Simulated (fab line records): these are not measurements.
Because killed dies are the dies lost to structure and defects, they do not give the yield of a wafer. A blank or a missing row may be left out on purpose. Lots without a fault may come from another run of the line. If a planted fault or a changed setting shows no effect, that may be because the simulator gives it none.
Chamber matching -- flow sky130 -- cmp-02 running SKY_VIA2_CMP_24: 4 sister chambers
The step polishes, stops on SiO2, t overpolish 20 s, target thk 0 nm. 8 wafers are shown with their chamber, then 11 later ones without.

== EACH WAFER AND ITS CHAMBER ==
wafer,chamber,motorCurrentA (A),timeToEndpointS (s)
L079.1,3,11.9,111
L080.2,2,10.9,102
L083.4,2,11.7,109
L084.5,1,10.9,101
L087.1,1,11.0,103
L087.3,0,11.7,100
L087.4,3,11.7,105
L088.4,0,12.1,100

== WAFERS WHOSE CHAMBER IS MISSING ==
wafer,motorCurrentA (A),timeToEndpointS (s)
L088.5,11.5,103
L088.6,11.2,102
L092.2,11.8,102
L092.3,10.8,108
L092.4,11.3,102
L096.2,11.5,100
L096.4,11.5,107
L096.6,12.4,101
L097.4,11.1,107
L097.5,11.6,101
L097.6,11.3,100

== CHAMBER TAKEN BY EACH ==
wafer,from the rows above,in truth
L088.5,can't be placed: 2 or 0 or 1 or 3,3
L088.6,can't be placed: 1 or 2 or 0 or 3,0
L092.2,can't be placed: 0 or 3 or 2 or 1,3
L092.3,can't be placed: 2 or 1 or 3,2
L092.4,can't be placed: 2 or 1 or 0 or 3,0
L096.2,can't be placed: 0 or 2 or 1 or 3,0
L096.4,can't be placed: 2 or 3 or 1 or 0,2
L096.6,can't be placed: 0 or 3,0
L097.4,can't be placed: 2 or 1 or 3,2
L097.5,can't be placed: 0 or 2 or 1 or 3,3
L097.6,can't be placed: 1 or 2 or 0 or 3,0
Correctly placed: 0 of 11. Unplaceable from these rows: 11, with the true chamber sitting among the candidates in 11. Number placed wrongly: 0.
How it was worked out, from the rows above alone: a wafer's distance from a chamber is the root of the sum, over the readings, of the square of ((its reading less the chamber's mean) divided by the reading's scatter). The wafer belongs to the nearest chamber; if the next one is less than 2 further off, it can't be placed. A chamber's mean is the mean of its shown wafers. How the scatter is found: for the shown wafers, subtract from each reading the mean of its chamber, square and add these, divide the total by (wafers less chambers), then take the root.
